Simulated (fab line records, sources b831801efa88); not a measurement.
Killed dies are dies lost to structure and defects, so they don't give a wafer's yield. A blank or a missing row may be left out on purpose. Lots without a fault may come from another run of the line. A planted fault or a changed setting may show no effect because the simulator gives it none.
A struck lot beside a sound one | flow sky130 | 22 steps out of a route of 708
Sound: wafers L542.3, L542.4, L542.5. Struck: wafer L552.5. (L552.3 of the same lot was not struck and is left out.) The cause comes at the end.
At each step with rows: each side's tool, then ch and its chambers, then its first start. Under that, the readings that differ: sound wafers | struck wafers | difference of the means | sigmas: that difference in standard deviations of wafers without a fault.
alike: readings whose means differ by less than 2 such deviations, and words and numbers that are the same on both sides. not compared: withheld readings, readings that some wafer has no value for, bounds like >300 that may hide the same value, and numbers for which the record gives no deviation and whose values overlap.
The two part at a step that has a row with sigmas, a row that says differs or no value, or rows on one side only. Numbers that don't overlap but have no deviation are shown without sigmas and don't part them. A reading that every wafer of one side lacks parts them only if that side has two wafers or more.

first, 1 step without rows for these wafers: SKY_POLY_GATE_CVD_03 (deposits Si3N4 from DCS/NH3, target thk 75 nm, time 1290 s).
SKY_POLY_GATE_THK_MEAS_04:
  sound on film_metro-01, day 15 03:23; struck on film_metro-02, day 18 20:16
  alike: POLY_GATE_CVD_03_THK
then, 8 steps without rows for these wafers: SKY_POLY_GATE_DEHYDRATE_05 (time 60 s); SKY_POLY_GATE_HMDS_06 (prime time 60 s); SKY_POLY_GATE_COAT_07 (resist thk 110 nm); SKY_POLY_GATE_COAT_08 (resist thk 450 nm); SKY_POLY_GATE_SOFTBAKE_09 (time 90 s); SKY_POLY_GATE_EXPOSE_10 (exposes mask P1M, target cd 150 nm); SKY_POLY_GATE_PEB_11; SKY_POLY_GATE_DEVELOP_12 (develop time 60 s).
SKY_POLY_GATE_CD_MEAS_13: target cd 150 nm.
  sound on cd_sem-01, day 16 06:35; struck on cd_sem-02, day 20 03:14
  alike: cd_nm
SKY_POLY_GATE_OVL_MEAS_14:
  sound on overlay-02, day 16 06:40; struck on overlay-02, day 20 03:19
  alike: POLY_GATE_OVL
SKY_POLY_GATE_ETCH_15: etches BARC in N2/H2, stops on SiO2, time 118.5 s, target depth 110 nm.
  sound on rie_diel-01 ch 0,2,3, day 16 06:41; struck on rie_diel-01 ch 3, day 20 03:20
  reading                                          | sound               | struck | difference | sigmas
  n2_flow_sccm (sccm)                              | 99.84 100.11 100.19 | 100.73 | +0.68      | +2
  oes_product_au (a.u.)                            | 0.709 0.709 0.715   | 0.661  | -0.050     | -11
  run_length_s (s)                                 | 146.3 147.5 147.5   | 169.6  | +22.5      | +54
  model.KrF-thick_of_POLY_GATE_COAT_08.thk_nm (nm) | 343.5 343.6 344.6   | 325.2  | -18.7      |
  model.POLY_GATE.cd_nm (nm)                       | 147.5 149.7 147.1   | 144.1  | -4.0       |
  model.SiO2_of_SONOS_ONO_CVD_04.thk_nm (nm)       | 4.297 4.297 4.263   | 3.133  | -1.153     |
  alike: drypump_motor_current_A, throttle_valve_pct
  not compared: rf_hours_counter_h
SKY_POLY_GATE_ETCH_16: etches Si3N4 in CH3F/O2, stops on poly-Si, time 147.5 s, target depth 75 nm.
  sound on rie_diel-01 ch 0,2,3, day 16 06:47; struck on rie_diel-01 ch 3, day 20 03:26
  alike: drypump_motor_current_A, oes_product_au, run_length_s, throttle_valve_pct
  not compared: rf_hours_counter_h
SKY_POLY_GATE_ETCH_17: etches poly-Si in HBr/Cl2, stops on SiO2, target depth 180 nm, time 70.5 s.
  sound on rie_si-02 ch 0,1,2, day 16 06:52; struck on rie_si-02 ch 0, day 20 03:31
  reading                                          | sound             | struck | difference | sigmas
  model.KrF-thick_of_POLY_GATE_COAT_08.thk_nm (nm) | 140.5 137.8 140.2 | 119.9  | -19.6      |
  model.POLY_GATE.cd_nm (nm)                       | 147.7 149.7 147   | 143.7  | -4.4       |
  alike: drypump_motor_current_A, oes_product_au, run_length_s, throttle_valve_pct
  not compared: rf_hours_counter_h
SKY_POLY_GATE_STRIP_18: strips in O2/N2.
  sound on plasma_asher-03 ch 0,1, day 16 06:58; struck on plasma_asher-01 ch 1, day 20 03:37
  reading                      | sound             | struck | difference | sigmas
  strip_time_to_endpoint_s (s) | 3.175 3.142 3.175 | 2.942  | -0.222     | -7
  alike: drypump_motor_current_A, n2_flow_sccm, oes_product_au
  not compared: rf_hours_counter_h
then, 2 steps without rows for these wafers: SKY_POLY_GATE_CLEAN_19 (cleans in SC1/SC2, time 150 s); SKY_POLY_GATE_OXIDATION_20 (stabilise 600 s, purge 300 s, target thk 4 nm).
SKY_POLY_GATE_THK_MEAS_21:
  sound on film_metro-03, day 16 09:37; struck on film_metro-01, day 20 05:38
  reading                      | sound          | struck | difference | sigmas
  POLY_GATE_OXIDATION_THK (nm) | 4.06 4.00 4.00 | 4.24   | +0.22      | +3
SKY_POLY_GATE_CD_MEAS_22:
  sound on cd_sem-01, day 16 09:43; struck on cd_sem-02, day 20 05:44
  reading    | sound             | struck | difference | sigmas
  cd_nm (nm) | 147.7 149.9 147.1 | 143.7  | -4.5       | -2
then, 1 step without rows for these wafers: SKY_LDD_N_DEHYDRATE_00 (time 60 s).
-- the record jumps here: 28 days lie between the struck wafers' starts before and after (it left off in module LDD_N and takes up again in module PAD_OPEN, whose first step shown is number 708 of the route) --
SKY_PAD_OPEN_PROBE_99:
  sound on prober-01, day 45 20:07; struck on prober-02, day 48 04:46
  reading                                | sound             | struck | difference | sigmas
  killed_at_contacts                     | 21 12 18          | 33     | +16        | +3
  killed_on_rim                          | 21 10 17          | 26     | +10        | +3
  model.etest.res_poly.line_ohm_um       | 527.8 520.2 526.8 | 548.7  | +23.8      |
  model.etest.res_xhigh_po.width_nm (nm) | 348.3 349.6 348.2 | 345    | -4         |
  model.etest.res_poly.width_nm (nm)     | 91.46 94.29 91.25 | 87.97  | -4.36      |
  model.etest.res_high_po.width_nm (nm)  | 348.4 348.9 348.3 | 342    | -7         |
  model.etest.ring_1v8.delay_ps          | 20.91 21.22 20.45 | 20.12  | -0.74      |
  alike: killed_at_M0_to_M3, killed_at_M4_up, killed_at_front_end, killed_at_other, killed_dies, killed_open, killed_short

WHERE THEY PART
First at SKY_POLY_GATE_ETCH_15; last, within this record, at SKY_PAD_OPEN_PROBE_99.

WHY: what the simulator had put in
Process parameter drift: rie_diel-01, from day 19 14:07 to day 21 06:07, at SKY_POLY_GATE_ETCH_15. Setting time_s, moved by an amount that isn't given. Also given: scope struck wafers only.
